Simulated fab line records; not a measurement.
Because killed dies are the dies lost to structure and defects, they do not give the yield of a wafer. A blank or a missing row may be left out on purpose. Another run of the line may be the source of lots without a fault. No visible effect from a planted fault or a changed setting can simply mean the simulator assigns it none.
What tool caused it? + flow gf180mcu + Sampling: 13 lots, 39 wafers, 5 of 602 route steps

## WHAT THE GAUGES SHOWED, per wafer
GF_NWELL_TW_MEAS_11. Usual: NWELL_TW gives 1571 (standard deviation 7.9).
| lot  | measured    | on            | NWELL_TW       | flag |
|------|-------------|---------------|----------------|------|
| L633 | day 3 10:34 | film_metro-03 | 1565 1562 1567 |      |
| L637 | day 4 08:01 | film_metro-02 | 1572 1574 1565 |      |
| L638 | day 4 10:35 | film_metro-01 | 1576 1588 1581 |      |
| L639 | day 4 17:39 | film_metro-03 | 1565 1564 1568 |      |
| L641 | day 5 02:46 | film_metro-01 | 1569 1568 1568 |      |
| L642 | day 5 08:44 | film_metro-03 | 1577 1564 1582 |      |
| L643 | day 5 16:49 | film_metro-03 | 1573 1564 1572 |      |
| L644 | day 5 20:36 | film_metro-03 | 1564 1566 1567 |      |
| L646 | day 6 06:43 | film_metro-01 | 1580 1578 1581 |      |
| L648 | day 6 17:26 | film_metro-02 | 1568 1558 1562 |      |
| L649 | day 7 01:51 | film_metro-02 | 1566 1557 1561 |      |
| L654 | day 8 08:55 | film_metro-03 | 1577 1572 1582 |      |
| L655 | day 8 16:20 | film_metro-02 | 1573 1572 1565 |      |

GF_VT_IMPLANT_OVL_MEAS_07. Usual: VT_IMPLANT_OVL gives -0.3 nm (standard deviation 1.3).
| lot  | measured     | on         | VT_IMPLANT_OVL (nm) | flag |
|------|--------------|------------|---------------------|------|
| L633 | day 5 18:13  | overlay-01 | 1.6 1.7 0.5         |      |
| L637 | day 6 14:32  | overlay-02 | 0.1 -2.0 1.6        |      |
| L638 | day 6 16:38  | overlay-01 | 0.0 0.8 0.8         |      |
| L639 | day 7 02:05  | overlay-01 | 2.0 2.5 -0.3        |      |
| L641 | day 7 13:29  | overlay-02 | 0.5 -0.1 -2.4       |      |
| L642 | day 7 20:11  | overlay-01 | -1.8 -1.3 -0.5      |      |
| L643 | day 8 05:33  | overlay-02 | 0.8 2.1 0.0         |      |
| L644 | day 8 10:20  | overlay-02 | -1.6 -1.0 -1.6      |      |
| L646 | day 8 21:47  | overlay-01 | 0.2 -0.4 0.1        |      |
| L648 | day 9 12:08  | overlay-01 | -1.0 -2.0 -2.8      |      |
| L649 | day 9 21:53  | overlay-02 | -2.7 -0.8 -1.3      |      |
| L654 | day 11 08:34 | overlay-01 | 1.6 1.1 0.7         |      |
| L655 | day 11 17:40 | overlay-02 | -0.6 -0.9 -2.4      |      |

GF_VT_IMPLANT_TW_MEAS_32. Usual: VT_IMPLANT_3_TW gives 268.9 (standard deviation 1.7).
| lot  | measured     | on            | VT_IMPLANT_3_TW                     | flag |
|------|--------------|---------------|-------------------------------------|------|
| L633 | day 6 22:57  | film_metro-04 | 269.1 268.4 269.7                   |      |
| L637 | day 7 22:52  | film_metro-04 | 270.4 271.0 269.6                   |      |
| L638 | day 8 00:45  | film_metro-02 | 269.1 267.1 267.9                   |      |
| L639 | day 8 10:19  | film_metro-01 | 266.6 268.3 267.3                   |      |
| L641 | day 8 22:55  | film_metro-01 | 269.0 268.1 268.2                   |      |
| L642 | day 9 06:02  | film_metro-04 | 270.6 270.6 269.1                   |      |
| L643 | day 9 16:38  | film_metro-04 | 268.1 269.7 269.3                   |      |
| L644 | day 9 22:02  | film_metro-04 | 270.9 269.1 270.3                   |      |
| L646 | day 10 09:53 | film_metro-02 | 268.0 267.0 267.0                   |      |
| L648 | day 11 00:47 | film_metro-04 | 270.8 271.6 271.1                   |      |
| L649 | day 11 11:27 | film_metro-02 | 265.3 264.0 266.2                   |      |
| L654 | day 12 23:44 | film_metro-04 | 299.2 299.1 300.0 301.2 300.5 300.3 | OFF  |
| L655 | day 13 07:44 | film_metro-01 | 298.8 298.7 299.5 299.9 299.1 300.0 | OFF  |

## EACH LOT AND THE TOOL THAT RAN IT (in order: tool; ch and the chambers of the sampled wafers; start)
| lot  | GF_STI_CMP_25                | GF_VT_IMPLANT_IMPLANT_30        |
|------|------------------------------|---------------------------------|
| L633 | cmp-01 ch 0,3, day 2 04:31   | implanter-04 ch 0, day 6 22:40  |
| L637 | cmp-02 ch 0,1, day 3 02:32   | implanter-04 ch 0, day 7 22:37  |
| L638 | cmp-01 ch 0,2,3, day 3 05:07 | implanter-02 ch 0, day 8 00:31  |
| L639 | cmp-02 ch 0,1,3, day 3 11:34 | implanter-02 ch 0, day 8 10:04  |
| L641 | cmp-01 ch 0,1, day 3 20:40   | implanter-04 ch 0, day 8 22:40  |
| L642 | cmp-02 ch 0,1,3, day 4 02:47 | implanter-01 ch 0, day 9 05:48  |
| L643 | cmp-02 ch 0,1,2, day 4 07:19 | implanter-04 ch 0, day 9 16:25  |
| L644 | cmp-01 ch 0,1,2, day 4 13:53 | implanter-01 ch 0, day 9 21:47  |
| L646 | cmp-01 ch 0,1,3, day 4 22:19 | implanter-01 ch 0, day 10 09:38 |
| L648 | cmp-02 ch 0,1, day 5 08:52   | implanter-02 ch 0, day 11 00:33 |
| L649 | cmp-01 ch 0,2, day 5 15:10   | implanter-04 ch 0, day 11 11:05 |
| L654 | cmp-01 ch 1,2,3, day 6 21:22 | implanter-04 ch 0, day 12 23:29 |
| L655 | cmp-01 ch 0,1,2, day 7 03:28 | implanter-04 ch 0, day 13 07:30 |
- GF_STI_CMP_25: polishes, stops on Si3N4, t overpolish 33 s, target thk 524.6 nm.
- GF_VT_IMPLANT_IMPLANT_30

## WHAT THE TOOLS THEMSELVES READ (means of the sampled wafers that have a number; where no wafer has one, the mark that the record gives instead)
GF_STI_CMP_25. Usual: motor_current_A 11.4 A, standard deviation 1.5; overpolish_run_s 33.001 s, standard deviation 0.0083; time_to_endpoint_s 123 s, standard deviation 5.7.
| lot  | tool   | motor_current_A (A) | overpolish_run_s (s) | time_to_endpoint_s (s) | flag |
|------|--------|---------------------|----------------------|------------------------|------|
| L633 | cmp-01 | 11.5                | 33.003               | 126                    |      |
| L637 | cmp-02 | 13.3                | 33.006               | 121                    |      |
| L638 | cmp-01 | 11.6                | 33.008               | 131                    |      |
| L639 | cmp-02 | 12.3                | 33.003               | 124                    |      |
| L641 | cmp-01 | 12.0                | 33.001               | 124                    |      |
| L642 | cmp-02 | 12.3                | 32.996               | 119                    |      |
| L643 | cmp-02 | 12.5                | 33.015               | 120                    |      |
| L644 | cmp-01 | 11.0                | 32.996               | 120                    |      |
| L646 | cmp-01 | 11.0                | 33.001               | 120                    |      |
| L648 | cmp-02 | 13.3                | 32.998               | 120                    |      |
| L649 | cmp-01 | 12.1                | 32.999               | 118                    |      |
| L654 | cmp-01 | 10.3                | 32.996               | 117                    |      |
| L655 | cmp-01 | 11.1                | 32.997               | 125                    |      |

GF_VT_IMPLANT_IMPLANT_30. Usual: beam_energy_keV 25.000, standard deviation 0.0061; dose_ions_cm2 2.534e+12, standard deviation 2.7e+09; faraday_current_uA 14.28, standard deviation 0.28.
| lot  | tool         | beam_energy_keV | dose_ions_cm2 | faraday_current_uA | flag |
|------|--------------|-----------------|---------------|--------------------|------|
| L633 | implanter-04 | 24.999          | 2.533e+12     | 14.57              |      |
| L637 | implanter-04 | 25.001          | 2.536e+12     | 14.20              |      |
| L638 | implanter-02 | 24.995          | 2.532e+12     | 14.37              |      |
| L639 | implanter-02 | 24.999          | 2.534e+12     | 14.37              |      |
| L641 | implanter-04 | 25.001          | 2.533e+12     | 14.12              |      |
| L642 | implanter-01 | 25.007          | 2.535e+12     | 14.20              |      |
| L643 | implanter-04 | 24.995          | 2.532e+12     | 14.50              |      |
| L644 | implanter-01 | 25.002          | 2.531e+12     | 14.10              |      |
| L646 | implanter-01 | 24.993          | 2.535e+12     | 14.30              |      |
| L648 | implanter-02 | 25.004          | 2.537e+12     | 14.18              |      |
| L649 | implanter-04 | 24.999          | 2.535e+12     | 14.22              |      |
| L654 | implanter-04 | 25.008          | 3.662e+12     | 20.79              | OFF  |
| L655 | implanter-04 | 24.997          | 3.663e+12     | 20.68              | OFF  |

## THE ANSWER, worked out from the rows above alone
Rule: a lot is off if the mean of its wafers that have a number lies more than 3 standard deviations from the usual mean. A lot without any number at a reading at which 4 lots or more have one is off too. The other lots that the step has rows for count as sound. After the gauges, taken in route order, come the tools' own readings; for these a lot's mean is taken, as printed above. The first step at which some lot is off is used, and at that step the reading that is off furthest; a lot without a number counts as furthest.
Off: L654, L655, at GF_VT_IMPLANT_TW_MEAS_32 (VT_IMPLANT_3_TW).
A tool fits if, at a process step before that reading, it ran every lot that is off, and no sound lot after the first of them. Not tried: the gauges at GF_VT_IMPLANT_TW_MEAS_32; whatever is off there is also off at GF_VT_IMPLANT_IMPLANT_30, on other tools, and gauge error can't account for it. Undecided on this evidence; 2 tools fit (cmp-01 at GF_STI_CMP_25, implanter-04 at GF_VT_IMPLANT_IMPLANT_30).

## WHAT WAS PUT IN BY THE SIMULATOR
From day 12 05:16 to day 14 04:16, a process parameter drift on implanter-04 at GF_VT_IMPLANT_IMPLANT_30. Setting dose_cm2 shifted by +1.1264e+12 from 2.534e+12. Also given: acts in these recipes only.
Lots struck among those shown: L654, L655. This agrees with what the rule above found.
